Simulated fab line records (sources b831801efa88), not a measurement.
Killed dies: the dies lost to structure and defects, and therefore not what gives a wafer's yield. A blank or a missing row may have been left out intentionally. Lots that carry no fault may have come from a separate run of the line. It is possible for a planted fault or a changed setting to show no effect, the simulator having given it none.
Which tool is to blame? -- flow gf180mcu -- Sampling: 11 lots, 33 wafers, 5 of 602 route steps

## WHAT THE GAUGES SHOWED, per wafer
GF_HV_LDD_TW_MEAS_50. Usual: HV_LDD_4_TW gives 567 (standard deviation 3.6).
lot,measured,on,HV_LDD_4_TW,flag
L101,day 12 08:38,film metro-02,574 575 573,
L103,day 12 20:32,film metro-03,563 567 568,
L104,day 13 01:26,film metro-04,563 561 564,
L106,day 13 21:04,film metro-02,570 573 568,
L108,day 14 16:08,film metro-03,570 563 568,
L111,day 15 22:13,film metro-02,30 30 30,OFF
L112,day 16 08:41,film metro-04,30 30 30,OFF
L115,day 17 03:33,film metro-02,573 574 575,
L117,day 17 23:15,film metro-04,563 565 565,
L119,day 18 11:34,film metro-04,564 564 566,
L123,day 19 14:48,film metro-03,567 568 567,

GF_M1_CD_MEAS_14: target cd 230 nm. Usual: cd nm reads 230.0 nm (standard deviation 1.3).
lot,measured,on,cd nm (nm),flag
L101,day 16 23:20,cd sem-01,229.9 229.6 229.9,
L103,day 17 14:43,cd sem-02,229.5 230.0 229.5,
L104,day 17 18:29,cd sem-01,229.1 228.6 227.9,
L106,day 18 19:10,cd sem-02,229.4 228.6 228.5,
L108,day 19 16:53,cd sem-01,229.1 229.8 228.8,
L115,day 22 09:13,cd sem-01,228.3 229.5 228.3,
L117,day 23 04:44,cd sem-02,229.1 230.6 229.5,
L119,day 23 17:31,cd sem-01,230.4 229.2 229.9,
L123,day 24 19:46,cd sem-01,229.3 229.2 230.1,

## TOOL THAT RAN EACH LOT (tool first, then ch and the chambers of the sampled wafers, then the start)
lot,GF_HV_LDD_STRIP_37,GF_HV_LDD_STRIP_49,GF_M1_SPUTTER_04
L101,"plasma asher-04 ch 0,1, day 11 13:17","plasma asher-02 ch 0,1, day 12 08:32","pvd sputter-01, day 16 01:14"
L103,"plasma asher-02 ch 0,1, day 12 00:55","plasma asher-02 ch 0,1, day 12 20:26","pvd sputter-03, day 16 15:50"
L104,"plasma asher-01 ch 0,1, day 12 06:09","plasma asher-04 ch 0,1, day 13 01:19","pvd sputter-02, day 16 19:56"
L106,"plasma asher-04 ch 0,1, day 13 00:35","plasma asher-04 ch 0,1, day 13 20:58","pvd sputter-02, day 17 19:28"
L108,"plasma asher-01 ch 1, day 13 18:52","plasma asher-04 ch 0,1, day 14 16:02","pvd sputter-01, day 18 16:43"
L111,"plasma asher-01 ch 0,1, day 15 00:18","plasma asher-02 ch 0,1, day 15 22:06",-
L112,"plasma asher-02 ch 0,1, day 15 10:12","plasma asher-04 ch 0,1, day 16 08:35",-
L115,"plasma asher-01 ch 0,1, day 16 04:35","plasma asher-01 ch 0,1, day 17 03:27","pvd sputter-03, day 21 09:34"
L117,"plasma asher-01 ch 0,1, day 17 00:03","plasma asher-02 ch 0,1, day 17 23:09","pvd sputter-01, day 22 06:07"
L119,"plasma asher-01 ch 0,1, day 17 11:55","plasma asher-04 ch 0,1, day 18 11:28","pvd sputter-01, day 22 18:22"
L123,"plasma asher-02 ch 0,1, day 18 14:38","plasma asher-02 ch 1, day 19 14:42","pvd sputter-02, day 23 21:00"
- GF_HV_LDD_STRIP_37: strips in O2/N2.
- GF_HV_LDD_STRIP_49: strips in O2/N2.
- GF_M1_SPUTTER_04: material TiN, target thk 50 nm, time 41.7 s.

## AS READ BY THE TOOLS THEMSELVES (means over the sampled wafers that have a number; for cases with no such wafer, the mark the record gives instead)
GF_HV_LDD_STRIP_37. Usual: chamber pressure mTorr 1500 mTorr, standard deviation 7.6; drypump motor current A 5.5 A, standard deviation 0.33; heater power w 338 W, standard deviation 40; oes product au 0.716 a.u., standard deviation 0.005; strip time to endpoint s 12.63 s, standard deviation 0.035.
lot,tool,chamber pressure mTorr (mTorr),drypump motor current A (A),heater power w (W),oes product au (a.u.),strip time to endpoint s (s),flag
L101,plasma asher-04,1500,5.8,294,0.712,12.61,
L103,plasma asher-02,1500,5.2,321,0.715,12.66,
L104,plasma asher-01,1501,5.4,383,0.714,12.63,
L106,plasma asher-04,1500,5.5,317,0.719,12.62,
L108,plasma asher-01,1500,5.3,385,0.713,12.68,
L111,plasma asher-01,-,-,-,-,-,OFF
L112,plasma asher-02,-,-,-,-,-,OFF
L115,plasma asher-01,1501,5.6,375,0.718,12.67,
L117,plasma asher-01,1498,5.5,379,0.719,12.65,
L119,plasma asher-01,1499,5.4,378,0.712,12.60,
L123,plasma asher-02,1500,5.4,332,0.714,12.59,

GF_HV_LDD_STRIP_49. Usual: chamber pressure mTorr 1500.0 mTorr, standard deviation 1.5; drypump motor current A 5.5 A, standard deviation 0.34; heater power w 337 W, standard deviation 36; oes product au 0.716 a.u., standard deviation 0.004; strip time to endpoint s 12.63 s, standard deviation 0.037.
lot,tool,chamber pressure mTorr (mTorr),drypump motor current A (A),heater power w (W),oes product au (a.u.),strip time to endpoint s (s),flag
L101,plasma asher-02,1499.3,5.4,334,0.720,12.59,
L103,plasma asher-02,1499.6,5.4,332,0.719,12.60,
L104,plasma asher-04,1498.6,5.8,288,0.719,12.63,
L106,plasma asher-04,1501.4,5.8,293,0.715,12.63,
L108,plasma asher-04,1499.1,5.5,310,0.719,12.59,
L111,plasma asher-02,1498.4,5.2,321,0.720,27.59,OFF
L112,plasma asher-04,1498.9,5.8,288,0.719,27.58,OFF
L115,plasma asher-01,1500.2,5.6,370,0.715,12.67,
L117,plasma asher-02,1501.4,5.2,318,0.716,12.63,
L119,plasma asher-04,1501.1,5.5,309,0.713,12.67,
L123,plasma asher-02,1500.5,5.6,346,0.716,12.66,

GF_M1_SPUTTER_04. Usual: cathode dc power W 6499.9 W, standard deviation 1.1; throttle valve pct 30.3 %, standard deviation 0.85.
lot,tool,cathode dc power W (W),throttle valve pct (%),flag
L101,pvd sputter-01,6499.9,31.0,
L103,pvd sputter-03,6499.5,30.1,
L104,pvd sputter-02,6499.2,30.0,
L106,pvd sputter-02,6499.8,29.8,
L108,pvd sputter-01,6500.3,30.4,
L115,pvd sputter-03,6500.3,30.4,
L117,pvd sputter-01,6499.6,30.8,
L119,pvd sputter-01,6499.7,30.2,
L123,pvd sputter-02,6499.5,29.3,

## THE ANSWER, worked out from the rows above alone
Rule: take the mean of a lot's wafers that have a number; if it is more than 3 standard deviations from the usual mean, the lot is off. Also off: a lot with no number at a reading for which 4 or more lots have one. Any other lot the step has rows for is counted as sound. First the gauges in route order, then the tools' own readings, where a lot's mean is used as printed above. At the first step where some lot is off, the reading lying furthest off is the one used; lots without a number count as furthest.
Off: L111, L112, at GF_HV_LDD_TW_MEAS_50 (HV_LDD_4_TW).
If a tool, at a process step before that reading, ran all the lots that are off and no sound lot after the first of them, it fits. The gauges at GF_HV_LDD_TW_MEAS_50 aren't tried: what is off there is off at GF_HV_LDD_STRIP_37 too, on other tools, and a gauge's error can't cause that. Of those tried, none fits.

## WHAT HAD BEEN PUT IN BY THE SIMULATOR
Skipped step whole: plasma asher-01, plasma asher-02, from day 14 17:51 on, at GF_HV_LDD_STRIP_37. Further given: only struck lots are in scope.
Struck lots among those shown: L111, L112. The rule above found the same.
